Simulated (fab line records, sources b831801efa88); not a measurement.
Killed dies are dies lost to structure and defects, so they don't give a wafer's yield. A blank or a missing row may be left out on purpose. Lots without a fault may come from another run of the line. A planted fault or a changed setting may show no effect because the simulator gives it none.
Chamber matching | flow gf180mcu | GF_V2_CMP_04 on cmp-02: 4 sister chambers
The step polishes SiO2. 20 wafers are shown with their chamber, then 10 later ones without.

WAFERS WITH THEIR CHAMBER
wafer  | chamber | motor_current_A (A) | time_to_endpoint_s (s) | edge_zone_pressure_frac
L374.1 | 0       | 11.1                | 77                     | 0.998
L374.2 | 2       | 13.3                | 71                     | 0.999
L374.6 | 3       | 12.1                | 71                     | 1.004
L375.4 | 0       | 11.6                | 74                     | 1.002
L375.5 | 0       | 11.5                | 73                     | 0.994
L375.6 | 1       | 12.5                | 71                     | 1.000
L376.1 | 0       | 11.2                | 69                     | 0.999
L376.2 | 2       | 11.8                | 67                     | 0.994
L376.3 | 1       | 13.2                | 63                     | 1.002
L377.2 | 1       | 12.2                | 66                     | 1.003
L377.3 | 2       | 12.6                | 84                     | 0.999
L377.5 | 1       | 13.0                | 72                     | 0.999
L379.1 | 3       | 12.5                | 69                     | 1.003
L379.3 | 1       | 12.7                | 69                     | 1.000
L379.5 | 1       | 12.4                | 77                     | 1.000
L382.1 | 0       | 11.1                | 79                     | 0.997
L382.4 | 2       | 12.4                | 87                     | 1.007
L382.6 | 2       | 12.4                | 83                     | 1.002
L383.4 | 3       | 12.3                | 73                     | 1.000
L383.5 | 2       | 12.8                | 84                     | 0.998

SIGNATURES (means of the wafers above)
reading                 | chamber 0 | chamber 1 | chamber 2 | chamber 3 | scatter within a chamber
motor_current_A         | 11.300    | 12.667    | 12.550    | 12.300    | 0.375
time_to_endpoint_s      | 74.40     | 69.67     | 79.33     | 71.00     | 5.72
edge_zone_pressure_frac | 0.99800   | 1.00067   | 0.99983   | 1.00233   | 0.00305
Rule: a wafer's distance from a chamber is the root of the sum, over the readings, of the square of ((its reading less the chamber's mean) divided by the reading's scatter). The wafer belongs to the nearest chamber; if the next one is less than 2 further off, it can't be placed. The scatter: the root of (the sum of the squares of (reading less its chamber's mean) over the shown wafers, divided by (wafers less chambers)).

WAFERS WITHOUT THEIR CHAMBER
wafer  | motor_current_A (A) | time_to_endpoint_s (s) | edge_zone_pressure_frac
L383.6 | 12.5                | 73                     | 0.993
L392.1 | 12.7                | 79                     | 0.994
L392.2 | 12.7                | 71                     | 0.986
L392.6 | 12.4                | 81                     | 0.998
L394.2 | 11.5                | 70                     | 0.996
L394.3 | 12.9                | 66                     | 0.997
L394.5 | 12.5                | 76                     | 1.006
L395.1 | 11.9                | 78                     | 1.008
L395.3 | 12.7                | 74                     | 0.998
L395.6 | 12.2                | 79                     | 0.999

WHICH CHAMBER EACH WENT THROUGH
wafer  | from the rows above               | in truth
L383.6 | can't be placed: 2 or 1 or 3 or 0 | 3
L392.1 | can't be placed: 2 or 1 or 3      | 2
L392.2 | can't be placed: 2 or 1 or 0 or 3 | 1
L392.6 | can't be placed: 2 or 3 or 1      | 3
L394.2 | can't be placed: 0 or 3           | 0
L394.3 | can't be placed: 1 or 3 or 2      | 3
L394.5 | can't be placed: 3 or 2 or 1      | 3
L395.1 | can't be placed: 3 or 2 or 1 or 0 | 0
L395.3 | can't be placed: 1 or 2 or 3      | 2
L395.6 | can't be placed: 2 or 3 or 1 or 0 | 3
Placed correctly: 0 of 10. Can't be placed from these rows: 10 (the true chamber is among the candidates in 10). Placed wrongly: 0.
